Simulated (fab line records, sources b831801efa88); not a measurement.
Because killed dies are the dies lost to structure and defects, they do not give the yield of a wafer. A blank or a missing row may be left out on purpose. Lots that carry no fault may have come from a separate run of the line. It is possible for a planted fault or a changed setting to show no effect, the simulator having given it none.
The tool behind it: which one? :: flow sky130 :: route of 708 steps, sampled at 1 step: 6 lots, 18 wafers

## WHAT THE GAUGES READ, wafer by wafer
SKY_VIA2_THK_MEAS_01.
lot: L625
measured: day 35 04:47
on: film metro-02
VIA2_HDPCVD_THK (nm): 1169 1175 1176

lot: L627
measured: day 35 21:39
on: film metro-02
VIA2_HDPCVD_THK (nm): 1171 1177 1173

lot: L630
measured: day 37 12:55
on: film metro-01
VIA2_HDPCVD_THK (nm): 1186 1175 1172

lot: L639
measured: day 39 22:58
on: film metro-03
VIA2_HDPCVD_THK (nm): 1186 1191 1182

lot: L645
measured: day 41 12:36
on: film metro-02
VIA2_HDPCVD_THK (nm): 1177 1184 1185

lot: L647
measured: day 42 05:17
on: film metro-01
VIA2_HDPCVD_THK (nm): 1189 1181 1203

## TOOL THAT RAN EACH LOT (tool first, then ch and the chambers of the sampled wafers, then the start)
The record holds no process step before these readings.

## THE ANSWER, worked out from the rows above alone
Rule: usual is defined by the lots themselves. The widest of any qualifying gaps counts: lots, ordered by their means at a reading, are off when they make up no more than a third of the lots, leave a main group of 4 or more, and stand apart from it by 3 or more times the standard deviation of that group's means. Not used: any main group whose means are identical at the precision the tables above print for the reading. A lot without any number at a reading at which 4 lots or more have one is off too. The other lots that the step has rows for count as sound.
None of the lots is off at any reading shown; this tells nothing.

## WHAT THE SIMULATOR HAD PUT IN
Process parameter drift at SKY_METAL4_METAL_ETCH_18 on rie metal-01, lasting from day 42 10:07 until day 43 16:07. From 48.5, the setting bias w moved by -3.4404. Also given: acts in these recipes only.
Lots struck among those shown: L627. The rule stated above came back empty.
